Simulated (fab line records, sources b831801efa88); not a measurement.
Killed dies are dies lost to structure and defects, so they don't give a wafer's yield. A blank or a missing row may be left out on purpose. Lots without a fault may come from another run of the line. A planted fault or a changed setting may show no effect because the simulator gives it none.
fab line records | flow sky130
record lots=12 wafers=36 last_day=49
route steps=708 shown FIELD_ISO@18 VIA4@657 PAD_OPEN@708
lots that met no fault: from a run of the same line without faults
start_h: hours from the record's first day to the start of the lot's first wafer shown | wait_h: hours since the lot's step before | " the same as in the row above | L1.1+2: a row that stands for several wafers | - no value, or no start given | * or withheld: withheld | < > ~ a bound
route shown NAME@n: a module of which the file shows steps, and the number in the route of the first | usual: mean/standard deviation of fault-free wafers | same: alike in all rows | chamber/n: place in a boat | sites: the reading at each site | _std_site: their standard deviation | _edge_site: outer sites' mean less inner sites' | radius_mm: how far each site lies from the wafer's centre | mask NAME#n: copy n | behind: the tool/chamber that last shaped the wafer | hold: why the lot was held/for how many hours/how that ended | device: the transistor (n, p or np) that didn't switch | end of line: the same wafers' tests at the end of the route | a step without rows: its recipe alone | killed: dies lost to structure and defects at the first sort, not the wafer's yield | map: a wafer's dies, x killed, . not, _ none there
set.NAME: the setting as run; set.NAME@STEP: as run at that earlier step | model.NAME: the simulator's own value behind a step, which no gauge read
steps of the route over a sample of lots; a table a step, a row a wafer
services: from which hour (start_h, from the record's first day; less than 0 if before it) a tool's chamber was out of use, for how many hours, and why
## steps
# step SKY_FIELD_ISO_ETCH_17
# recipe target_depth_a=3420 mask_material=Si3N4 chemistry=HBr/Cl2/O2 target=Si taper_deg=5 icp_w=600 bias_w=150 pressure_mtorr=15 HBr_flow_sccm=150 Cl2_flow_sccm=40 O2_flow_sccm=6 time_s=97.7
# usual O2_flow_sccm=6.001/0.018 drypump_motor_current_A=5.8/0.6 oes_product_au=0.999/0.011 throttle_valve_pct=25.658/0.01
# columns lot.wafer tool chamber start_h wait_h O2_flow_sccm drypump_motor_current_A oes_product_au rf_hours_counter_h throttle_valve_pct
L261.4 rie_si-01 1 28.53 0.0 6.006 6.5 0.998 0 25.652
L261.5 " 1 " " 6.031 6.5 0.987 - 25.648
L261.6 " 0 " " 5.977 5.8 1.017 - 25.653
L262.1 rie_si-01 3 35.05 0.1 5.976 4.9 0.989 155 25.657
L262.2 " 1 " " 5.992 6.5 1.003 1 25.670
L262.3 " 2 " " 5.991 5.6 1.000 24 25.662
L264.2 rie_si-01 1 44.80 0.1 6.007 6.5 0.989 1 25.670
L264.3 " 2 " " 5.967 5.5 0.984 24 25.652
L264.5 " 2 " " 5.971 5.6 0.984 - 25.659
L265.4 rie_si-02 2 48.98 0.0 6.010 6.3 1.010 156 25.662
L265.5 " 0 " " 6.013 5.8 0.997 - 25.658
L265.6 " 1 " " 6.004 6.6 0.991 - 25.653
L266.1 rie_si-01 1 54.43 0.1 6.021 6.5 0.997 1 25.664
L266.2 " 3 " " 5.983 4.9 0.988 156 25.660
L266.5 " 1 " " 6.016 6.5 1.005 - 25.661
L267.2 rie_si-01 2 62.50 0.1 6.022 5.5 0.992 24 25.674
L267.3 " 0 " " 6.024 5.8 1.013 3 25.656
L267.6 " 0 " " 6.001 5.8 1.002 - 25.659
L268.2 rie_si-02 3 65.05 0.1 5.992 5.0 1.021 22 25.640
L268.5 " 3 " " 5.985 5.0 1.009 - 25.657
L268.6 " 1 " " 5.982 6.5 1.003 - 25.664
L269.3 rie_si-01 1 70.02 0.0 5.988 6.5 0.996 1 25.656
L269.4 " 0 " " 6.029 5.8 1.004 3 25.645
L269.6 " 2 " " 6.002 5.6 0.999 - 25.661
L270.1 rie_si-02 1 75.65 0.1 5.990 6.6 0.996 33 25.653
L270.5 " 2 " " 5.991 6.3 1.007 - 25.648
L270.6 " 1 " " 5.987 6.5 0.991 - 25.667
L274.2 rie_si-01 2 96.28 0.1 6.023 5.6 0.986 24 25.661
L274.3 " 1 " " 6.015 6.6 0.991 1 25.664
L274.4 " 0 " " 6.010 5.8 1.009 3 25.666
L280.1 rie_si-01 2 127.55 0.1 5.954 5.5 0.987 25 25.666
L280.2 " 3 " " 6.010 4.9 0.988 1 25.666
L280.6 " 0 " " 6.009 5.8 1.012 - 25.660
L281.3 rie_si-02 2 136.05 0.0 5.961 6.3 1.004 1 25.658
L281.4 " 0 " " 5.970 5.8 1.001 62 25.666
L281.5 " 1 " " 5.987 6.6 0.997 - 25.668
# step SKY_VIA4_CVD_18
# recipe material=W target_thk_nm=505 time_s=152.14 temp_c=400 pressure_torr=40
# usual chamber_pressure_Torr=40.01/0.084 heater_power_outer_w=532/20 heater_power_w=897/53
# columns lot.wafer tool chamber start_h wait_h chamber_pressure_Torr heater_power_outer_w heater_power_w
L261.4 cvd_w-01 0 1005.03 0.1 40.01 562 959
L261.5 " 0 " " 40.02 573 942
L261.6 " 1 " " 40.12 514 913
L262.1 cvd_w-02 0 1015.61 0.0 40.14 529 908
L262.2 " 1 " " 40.12 531 814
L262.3 " 1 " " 39.92 519 798
L265.4 cvd_w-01 0 1036.30 0.1 39.94 553 969
L265.5 " 0 " " 39.96 560 951
L265.6 " 1 " " 40.07 517 921
L264.2 cvd_w-01 0 1038.58 0.0 39.87 566 950
L264.3 " 0 " " 39.91 565 952
L264.5 " 1 " " 39.95 525 926
L266.1 cvd_w-01 0 1045.17 0.0 40.11 558 959
L266.2 " 1 " " 40.01 517 920
L266.5 " 1 " " 40.04 503 929
L267.2 cvd_w-02 0 1054.68 0.0 40.07 532 908
L267.3 " 0 " " 39.99 525 930
L267.6 " 1 " " 39.91 523 803
L268.2 cvd_w-02 1 1058.61 0.0 40.04 514 823
L268.5 " 1 " " 40.06 539 818
L268.6 " 0 " " 39.99 535 923
L269.3 cvd_w-01 1 1065.46 0.1 40.09 514 911
L269.4 " 0 " " 40.03 591 950
L269.6 " 1 " " 39.90 520 894
L270.1 cvd_w-01 0 1067.42 0.0 40.20 560 936
L270.5 " 0 " " 40.00 563 964
L270.6 " 1 " " 40.00 522 913
L274.2 cvd_w-02 1 1093.37 0.0 40.14 529 816
L274.3 " 0 " " 39.83 534 896
L274.4 " 1 " " 40.04 522 832
L280.1 cvd_w-02 1 1120.08 0.0 39.94 535 810
L280.2 " 0 " " 40.08 535 947
L280.6 " 1 " " 39.99 525 834
L281.3 cvd_w-02 1 1126.33 0.1 40.04 516 828
L281.4 " 0 " " 40.22 537 910
L281.5 " 0 " " 40.25 516 913
# step SKY_VIA4_THK_MEAS_20
# recipe thk_meas_gauge=xrf reads=W_of_VIA4_CVD_18
# usual VIA4_W_THK=524/7.2
# columns lot.wafer tool chamber start_h wait_h VIA4_W_THK[nm]
L261.4 film_metro-01 - 1005.28 0.1 530
L261.5 " - " " 528
L261.6 " - " " 513
L262.1 film_metro-03 - 1015.88 0.1 528
L262.2 " - " " 530
L262.3 " - " " 524
L265.4 film_metro-01 - 1036.55 0.1 534
L265.5 " - " " 534
L265.6 " - " " 526
L264.2 film_metro-01 - 1038.86 0.1 534
L264.3 " - " " 525
L264.5 " - " " 520
L266.1 film_metro-03 - 1045.44 0.1 524
L266.2 " - " " 515
L266.5 " - " " 512
L267.2 film_metro-04 - 1054.96 0.1 528
L267.3 " - " " 525
L267.6 " - " " 522
L268.2 film_metro-04 - 1058.89 0.1 539
L268.5 " - " " 529
L268.6 " - " " 536
L269.3 film_metro-01 - 1065.70 0.1 515
L269.4 " - " " 529
L269.6 " - " " 517
L270.1 film_metro-03 - 1067.69 0.1 522
L270.5 " - " " 521
L270.6 " - " " 513
L274.2 film_metro-04 - 1093.65 0.1 527
L274.3 " - " " 526
L274.4 " - " " 527
L280.1 film_metro-01 - 1120.35 0.1 535
L280.2 " - " " 531
L280.6 " - " " 533
L281.3 film_metro-01 - 1126.57 0.1 525
L281.4 " - " " 522
L281.5 " - " " 524
# step SKY_VIA4_CMP_21
# recipe stop_on=SiO2 t_overpolish_s=25 down_force_psi=3.5 platen_rpm=60 target_thk_nm=0 pad_velocity_m_s=0.94248
# usual motor_current_A=10.7/1 overpolish_run_s=25.000/0.0088 platen_rpm=59.99/0.039 time_to_endpoint_s=121/4.2
# same t_overpolish_s=25
# columns lot.wafer tool chamber start_h wait_h motor_current_A overpolish_run_s platen_rpm time_to_endpoint_s
L261.4 cmp-02 0 1005.47 0.2 11.5 24.987 60.04 124
L261.5 " 1 " " 11.4 25.015 60.03 125
L261.6 " 2 " " 8.6 25.000 59.92 118
L262.3 cmp-02 0 1015.99 0.1 11.2 25.003 60.00 119
L262.2 " 1 " " 11.4 24.991 60.00 122
L262.1 " 2 " " 9.1 25.007 59.97 115
L265.4 cmp-02 0 1036.73 0.2 11.5 25.006 60.00 124
L265.6 " 1 " " 11.0 25.005 59.98 120
L265.5 " 2 " " 9.1 24.986 60.06 126
L264.3 cmp-02 1 1038.96 0.1 11.2 25.006 60.05 122
L264.2 " 2 " " 8.9 24.985 59.99 120
L264.5 " 0 " " 11.3 24.994 59.93 120
L266.2 cmp-01 3 1045.55 0.1 11.4 25.010 59.95 114
L266.1 " 0 " " 10.5 24.998 59.95 125
L266.5 " 3 " " 11.0 24.994 59.96 115
L267.2 cmp-01 3 1055.06 0.1 11.1 24.999 59.99 119
L267.3 " 0 " " 10.8 25.002 60.01 123
L267.6 " 2 " " 11.7 25.007 59.95 125
L268.2 cmp-01 1 1058.99 0.1 11.6 25.006 60.00 131
L268.6 " 0 " " 10.3 24.994 60.01 128
L268.5 " 1 " " 11.8 25.011 60.05 127
L269.4 cmp-02 2 1065.74 0.0 9.0 24.994 59.99 124
L269.3 " 0 " " 10.8 25.000 59.90 123
L269.6 " 3 " " 10.1 25.014 59.97 120
L270.1 cmp-01 2 1067.90 0.2 11.5 25.012 60.04 126
L270.5 " 3 " " 11.4 25.009 60.00 114
L270.6 " 0 " " 10.8 25.003 59.99 118
L274.3 cmp-02 1 1093.87 0.2 11.1 24.992 59.96 122
L274.4 " 2 " " 9.2 24.999 60.01 117
L274.2 " 3 " " 9.7 24.998 59.98 122
L280.2 cmp-02 1 1120.41 0.0 11.3 24.987 59.95 128
L280.1 " 0 " " 11.8 25.001 60.00 124
L280.6 " 1 " " 11.0 24.990 59.99 131
L281.4 cmp-02 3 1126.66 0.1 9.5 24.993 59.97 122
L281.3 " 0 " " 12.0 24.981 60.00 122
L281.5 " 3 " " 9.8 24.997 59.97 124
# step SKY_PAD_OPEN_PROBE_99
# usual killed_at_M0_to_M3=42/6.4 killed_at_M4_up=3.2/1.9 killed_at_contacts=24/4.8 killed_at_front_end=16/4.4 killed_at_other=0.3/0.55 killed_dies=86/8.6 killed_open=46/6.6 killed_short=39/5.7
# same gross_dies=492 killed_at_back_side=0
# columns lot.wafer tool chamber start_h wait_h hold killed_at_M0_to_M3 killed_at_M4_up killed_at_contacts killed_at_front_end killed_at_other killed_dies killed_open killed_short
L261.4 prober-02 - 1075.09 0.2 - 45 2 23 21 0 91 46 44
L261.5 prober-02 - 1075.14 0.2 - 42 3 24 15 0 84 51 31
L261.6 prober-02 - 1075.19 0.2 - 38 4 19 14 0 75 42 32
L262.1 prober-02 - 1084.05 0.1 - 38 1 25 28 0 92 48 43
L262.2 prober-02 - 1084.10 0.1 - 51 4 30 16 0 101 51 50
L262.3 prober-02 - 1084.15 0.2 - 41 2 17 20 1 81 39 40
L265.4 prober-01 - 1104.00 0.2 - 40 2 28 14 0 84 51 33
L265.5 prober-01 - 1104.05 0.2 - 44 3 27 16 1 91 47 44
L265.6 prober-01 - 1104.10 0.2 - 43 2 19 13 0 77 37 40
L264.2 prober-02 - 1106.00 0.1 - 38 3 24 17 0 82 43 39
L264.3 prober-02 - 1106.05 0.2 - 37 4 21 16 1 79 48 30
L264.5 prober-02 - 1106.15 0.2 - 48 3 25 17 1 94 48 45
L266.1 prober-01 - 1112.68 0.1 - 40 7 20 15 0 82 40 40
L266.2 prober-01 - 1112.73 0.1 - 50 5 31 12 0 98 51 45
L266.5 prober-01 - 1112.88 0.2 - 38 3 19 17 1 78 41 34
L267.2 prober-02 - 1120.31 0.1 - 34 2 23 14 0 73 33 40
L267.3 prober-02 - 1120.36 0.2 - 44 4 19 17 1 85 49 35
L267.6 prober-02 - 1120.51 0.2 - 40 5 32 12 1 90 49 40
L268.2 prober-01 - 1123.06 0.1 - 36 5 17 13 0 71 39 32
L268.5 prober-01 - 1123.21 0.2 - 59 3 30 15 0 107 53 54
L268.6 prober-01 - 1123.26 0.2 - 45 4 33 13 0 95 56 38
L269.3 prober-02 - 1130.80 0.2 - 45 2 21 16 0 84 48 35
L269.4 prober-02 - 1130.85 0.2 - 44 3 23 13 0 83 39 43
L269.6 prober-02 - 1130.95 0.2 - 41 4 22 12 0 79 41 37
L270.1 prober-01 - 1132.44 0.1 - 30 2 24 18 1 75 36 39
L270.5 prober-01 - 1132.64 0.2 - 31 1 22 23 1 78 36 40
L270.6 prober-01 - 1132.69 0.2 - 33 2 31 22 2 90 47 41
L274.2 prober-02 - 1156.33 0.1 await_dispo/1.9h/release 30 3 23 61 0 117 34 37
L274.3 prober-02 - 1156.38 0.2 await_dispo/1.9h/release 46 6 19 44 0 115 39 40
L274.4 prober-02 - 1156.43 0.2 await_dispo/1.9h/release 50 6 20 31 0 107 48 47
L280.1 prober-01 - 1178.38 0.1 await_dispo/3.6h/release 37 4 23 52 0 116 45 37
L280.2 prober-01 - 1178.43 0.1 await_dispo/3.6h/release 40 6 23 49 1 119 49 38
L280.6 prober-01 - 1178.63 0.2 await_dispo/3.6h/release 46 3 28 19 0 96 51 34
L281.3 prober-01 - 1182.80 0.2 - 33 9 22 20 0 84 47 37
L281.4 prober-01 - 1182.85 0.2 - 47 1 21 15 1 85 51 34
L281.5 prober-01 - 1182.90 0.2 - 41 5 21 15 0 82 40 42
# killed by level:class
L261.4 VIA1:geometric_particle:open=10 VIA3:geometric_particle:open=9 FIELD_ISO:geometric_particle:short=7 CONTACT:geometric_particle:open=7 METAL2:geometric_particle:short=7 METAL1:geometric_particle:short=6 POLY_GATE:geometric_particle:short=5 LI_CONTACT:geometric_particle:open=5
L261.5 CONTACT:geometric_particle:open=10 VIA1:geometric_particle:open=9 VIA3:geometric_particle:open=9 VIA2:geometric_particle:open=7 POLY_GATE:geometric_particle:short=6 LI_CONTACT:geometric_particle:open=6 METAL1:geometric_particle:short=5 POLY_GATE:geometric_particle:open=4
L261.6 VIA1:geometric_particle:open=11 CONTACT:geometric_particle:open=9 VIA1:geometric_particle:short=6 POLY_GATE:geometric_particle:open=4 METAL2:geometric_particle:short=4 POLY_GATE:geometric_particle:short=3 LI_CONTACT:geometric_particle:short=3 CONTACT:geometric_particle:short=3
L262.1 POLY_GATE:geometric_particle:open=8 VIA1:geometric_particle:open=7 FIELD_ISO:geometric_particle:open=6 CONTACT:geometric_particle:short=6 POLY_GATE:geometric_particle:short=6 VIA1:geometric_particle:short=6 CONTACT:geometric_particle:open=6 METAL1:geometric_particle:short=6
L262.2 VIA1:geometric_particle:open=13 CONTACT:geometric_particle:open=8 METAL1:geometric_particle:short=8 VIA2:geometric_particle:open=8 FIELD_ISO:geometric_particle:short=6 VIA3:geometric_particle:open=6 METAL3:geometric_particle:short=6 LI_CONTACT:geometric_particle:open=5
L262.3 VIA1:geometric_particle:open=10 POLY_GATE:geometric_particle:short=6 CONTACT:geometric_particle:open=6 FIELD_ISO:geometric_particle:open=4 FIELD_ISO:geometric_particle:short=4 METAL3:geometric_particle:short=4 LI_CONTACT:geometric_particle:open=4 VIA1:geometric_particle:short=4
L265.4 CONTACT:geometric_particle:open=11 VIA3:geometric_particle:open=10 VIA2:geometric_particle:open=9 FIELD_ISO:geometric_particle:open=6 LOCAL_INTERCONNECT:geometric_particle:short=6 METAL2:geometric_particle:short=6 LI_CONTACT:geometric_particle:open=5 FIELD_ISO:geometric_particle:short=4
L265.5 POLY_GATE:geometric_particle:open=8 LI_CONTACT:geometric_particle:open=8 VIA1:geometric_particle:open=8 CONTACT:geometric_particle:open=7 METAL2:geometric_particle:short=7 VIA2:geometric_particle:open=7 VIA1:geometric_particle:short=6 LOCAL_INTERCONNECT:geometric_particle:short=5
L265.6 METAL2:geometric_particle:short=8 METAL3:geometric_particle:short=8 CONTACT:geometric_particle:open=7 METAL1:geometric_particle:short=7 VIA1:geometric_particle:open=5 VIA3:geometric_particle:open=5 FIELD_ISO:geometric_particle:open=4 LI_CONTACT:geometric_particle:open=4
L264.2 CONTACT:geometric_particle:open=12 VIA1:geometric_particle:open=7 METAL3:geometric_particle:short=6 VIA2:geometric_particle:open=6 FIELD_ISO:geometric_particle:open=5 POLY_GATE:geometric_particle:short=5 LI_CONTACT:geometric_particle:open=5 METAL1:geometric_particle:short=5
L264.3 VIA1:geometric_particle:open=13 CONTACT:geometric_particle:open=11 VIA2:geometric_particle:open=8 VIA3:geometric_particle:open=6 POLY_GATE:geometric_particle:short=5 FIELD_ISO:geometric_particle:short=4 LI_CONTACT:geometric_particle:open=4 CONTACT:geometric_particle:short=4
L264.5 METAL2:geometric_particle:short=12 CONTACT:geometric_particle:open=10 VIA1:geometric_particle:open=9 LI_CONTACT:geometric_particle:open=9 FIELD_ISO:geometric_particle:open=6 METAL1:geometric_particle:short=5 VIA2:geometric_particle:short=5 VIA3:geometric_particle:open=5
L266.1 VIA3:geometric_particle:open=9 CONTACT:geometric_particle:open=7 VIA1:geometric_particle:open=7 METAL2:geometric_particle:short=6 VIA2:geometric_particle:open=6 FIELD_ISO:geometric_particle:short=4 POLY_GATE:geometric_particle:short=4 METAL4:geometric_particle:short=4
L266.2 CONTACT:geometric_particle:open=11 VIA1:geometric_particle:open=11 LOCAL_INTERCONNECT:geometric_particle:short=10 METAL1:geometric_particle:short=10 METAL2:geometric_particle:short=9 VIA2:geometric_particle:open=7 LI_CONTACT:geometric_particle:open=5 POLY_GATE:geometric_particle:open=4
L266.5 LI_CONTACT:geometric_particle:open=8 VIA3:geometric_particle:open=6 METAL1:geometric_particle:short=5 VIA1:geometric_particle:short=5 VIA1:geometric_particle:open=5 VIA2:geometric_particle:open=5 FIELD_ISO:geometric_particle:short=4 FIELD_ISO:geometric_particle:open=4
L267.2 CONTACT:geometric_particle:short=8 VIA2:geometric_particle:open=6 CONTACT:geometric_particle:open=6 VIA1:geometric_particle:open=6 FIELD_ISO:geometric_particle:short=5 POLY_GATE:geometric_particle:short=5 VIA3:geometric_particle:open=5 METAL2:geometric_particle:short=5
L267.3 VIA1:geometric_particle:open=11 VIA3:geometric_particle:open=10 CONTACT:geometric_particle:open=7 FIELD_ISO:geometric_particle:short=6 LI_CONTACT:geometric_particle:open=5 METAL1:geometric_particle:short=5 LOCAL_INTERCONNECT:geometric_particle:short=4 METAL4:geometric_particle:short=4
L267.6 CONTACT:geometric_particle:open=9 LI_CONTACT:geometric_particle:open=8 VIA1:geometric_particle:open=7 METAL1:geometric_particle:short=6 VIA3:geometric_particle:short=6 VIA3:geometric_particle:open=6 LOCAL_INTERCONNECT:geometric_particle:short=5 CONTACT:geometric_particle:short=5
L268.2 VIA1:geometric_particle:open=9 VIA3:geometric_particle:open=8 CONTACT:geometric_particle:open=6 VIA1:geometric_particle:short=6 CONTACT:geometric_particle:short=4 FIELD_ISO:geometric_particle:open=3 LOCAL_INTERCONNECT:geometric_particle:short=3 VIA2:geometric_particle:short=3
L268.5 VIA1:geometric_particle:open=16 VIA1:geometric_particle:short=10 METAL2:geometric_particle:short=8 VIA3:geometric_particle:open=8 CONTACT:geometric_particle:open=7 METAL1:geometric_particle:short=7 POLY_GATE:geometric_particle:open=6 LI_CONTACT:geometric_particle:open=6
L268.6 VIA1:geometric_particle:open=14 LI_CONTACT:geometric_particle:open=10 CONTACT:geometric_particle:open=8 VIA2:geometric_particle:open=7 CONTACT:geometric_particle:short=6 METAL2:geometric_particle:short=6 FIELD_ISO:geometric_particle:short=5 POLY_GATE:geometric_particle:open=5
L269.3 VIA1:geometric_particle:open=10 LI_CONTACT:geometric_particle:open=9 VIA2:geometric_particle:open=7 VIA1:geometric_particle:short=6 CONTACT:geometric_particle:open=6 FIELD_ISO:geometric_particle:short=5 FIELD_ISO:geometric_particle:open=5 METAL1:geometric_particle:short=5
L269.4 VIA1:geometric_particle:short=10 VIA2:geometric_particle:open=8 VIA1:geometric_particle:open=7 POLY_GATE:geometric_particle:open=6 LI_CONTACT:geometric_particle:open=6 VIA3:geometric_particle:open=6 METAL1:geometric_particle:short=5 LOCAL_INTERCONNECT:geometric_particle:short=5
L269.6 VIA3:geometric_particle:open=9 VIA1:geometric_particle:open=9 CONTACT:geometric_particle:short=6 CONTACT:geometric_particle:open=5 METAL1:geometric_particle:short=5 METAL2:geometric_particle:short=5 METAL3:geometric_particle:short=4 LI_CONTACT:geometric_particle:short=3
L270.1 CONTACT:geometric_particle:open=9 LI_CONTACT:geometric_particle:open=6 FIELD_ISO:geometric_particle:short=5 VIA3:geometric_particle:open=5 POLY_GATE:geometric_particle:short=4 VIA2:geometric_particle:open=4 METAL2:geometric_particle:short=4 METAL3:geometric_particle:short=4
L270.5 FIELD_ISO:geometric_particle:open=7 CONTACT:geometric_particle:open=7 VIA2:geometric_particle:short=6 FIELD_ISO:geometric_particle:short=5 VIA1:geometric_particle:open=5 LI_CONTACT:geometric_particle:open=4 LOCAL_INTERCONNECT:geometric_particle:short=4 CONTACT:geometric_particle:short=4
L270.6 CONTACT:geometric_particle:open=13 METAL2:geometric_particle:short=8 VIA1:geometric_particle:open=8 FIELD_ISO:geometric_particle:open=6 LI_CONTACT:geometric_particle:open=6 CONTACT:geometric_particle:short=5 METAL1:geometric_particle:short=5 FIELD_ISO:geometric_particle:short=4
L274.2 FIELD_ISO:unspecified=45 LI_CONTACT:geometric_particle:open=9 FIELD_ISO:geometric_particle:open=6 VIA3:geometric_particle:short=6 FIELD_ISO:geometric_particle:short=5 CONTACT:geometric_particle:open=5 METAL2:geometric_particle:short=5 CONTACT:geometric_particle:short=4
L274.3 FIELD_ISO:unspecified=34 CONTACT:geometric_particle:open=9 METAL1:geometric_particle:short=7 LI_CONTACT:geometric_particle:open=6 VIA1:geometric_particle:open=6 METAL2:geometric_particle:short=6 VIA2:geometric_particle:open=6 VIA3:geometric_particle:open=5
L274.4 CONTACT:geometric_particle:open=11 FIELD_ISO:unspecified=11 VIA1:geometric_particle:open=10 METAL2:geometric_particle:short=8 METAL1:geometric_particle:short=8 VIA2:geometric_particle:open=6 FIELD_ISO:geometric_particle:short=5 POLY_GATE:geometric_particle:short=5
L280.1 FIELD_ISO:unspecified=34 LI_CONTACT:geometric_particle:open=9 VIA2:geometric_particle:open=7 VIA3:geometric_particle:open=7 VIA1:geometric_particle:open=7 FIELD_ISO:geometric_particle:short=6 CONTACT:geometric_particle:open=6 METAL2:geometric_particle:short=6
L280.2 FIELD_ISO:unspecified=32 VIA1:geometric_particle:open=9 LI_CONTACT:geometric_particle:open=9 CONTACT:geometric_particle:open=7 VIA1:geometric_particle:short=7 VIA3:geometric_particle:open=7 FIELD_ISO:geometric_particle:short=6 CONTACT:geometric_particle:short=5
L280.6 VIA2:geometric_particle:open=13 CONTACT:geometric_particle:open=11 FIELD_ISO:unspecified=11 LI_CONTACT:geometric_particle:open=7 VIA1:geometric_particle:open=7 METAL1:geometric_particle:short=5 VIA3:geometric_particle:open=5 METAL2:geometric_particle:short=4
L281.3 VIA1:geometric_particle:open=11 CONTACT:geometric_particle:open=9 LI_CONTACT:geometric_particle:open=6 METAL4:geometric_particle:short=6 POLY_GATE:geometric_particle:short=5 METAL2:geometric_particle:short=5 VIA3:geometric_particle:open=5 FIELD_ISO:geometric_particle:open=4
L281.4 VIA3:geometric_particle:open=11 CONTACT:geometric_particle:open=10 METAL1:geometric_particle:short=8 VIA1:geometric_particle:open=7 LI_CONTACT:geometric_particle:open=7 FIELD_ISO:geometric_particle:short=6 METAL2:geometric_particle:short=5 SPACER:geometric_particle:open=3
L281.5 VIA1:geometric_particle:open=11 FIELD_ISO:geometric_particle:short=8 METAL2:geometric_particle:short=8 VIA3:geometric_particle:open=8 LI_CONTACT:geometric_particle:open=5 LI_CONTACT:geometric_particle:short=4 LOCAL_INTERCONNECT:geometric_particle:short=4 CONTACT:geometric_particle:open=4
## services
# columns tool chamber start_h hours kind
rie_si-01 2 35.27 5.4 repair
cmp-02 - 64.00 4.0 pm
cmp-02 - 98.75 1.3 repair
cmp-02 - 161.85 4.8 pm
rie_si-01 - 164.46 0.9 repair
cmp-02 - 179.18 3.4 repair
rie_si-01 1 220.80 18.6 repair
cmp-02 - 227.66 6.8 pm
cmp-02 - 235.34 5.7 repair
rie_si-01 - 248.80 0.9 repair
rie_si-01 - 281.88 4.3 pm
rie_si-01 3 318.62 4.2 repair
rie_si-01 2 324.71 2.1 repair
rie_si-01 0 340.67 5.1 repair
cmp-02 - 347.32 10.5 pm
rie_si-01 - 351.43 2.8 pm
rie_si-01 - 369.32 14.6 pm
rie_si-01 0 386.16 19.8 repair
rie_si-01 1 397.17 2.5 repair
cmp-02 - 397.18 0.3 repair
cmp-02 - 404.00 4.0 pm
cmp-02 - 420.18 2.5 repair
rie_si-01 1 430.61 1.4 repair
cmp-02 - 485.14 1.6 repair
## key
first_sign step=SKY_PAD_OPEN_PROBE_99 reading=killed_at_front_end direction=up sigmas=6.2 usual=16 struck=43
effect step=SKY_PAD_OPEN_PROBE_99 reading=killed_dies direction=up sigmas=3 usual=86 struck=112 wafers_moved=4
met_at SKY_FIELD_ISO_ETCH_17
struck_lots L274,L280
tester_left_out L274,L280
not_acting_at SKY_VIA4_CVD_18,SKY_VIA4_THK_MEAS_20,SKY_VIA4_CMP_21
onset_between 70.02 96.28
fault kind=chamber_particle_source tool=rie_si-01 chamber=- onset_h=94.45 steps=SKY_FIELD_ISO_ETCH_17 rate_per_visit_cm2=0.46361 end_h=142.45
# tester_left_out: of these lots the tester's yield and bins aren't shown, on N5 and GAA mostly nor the transistor test; their killed dies are dies lost to structure and defects alone, not to doping, threshold or leakage, so they don't give the yield
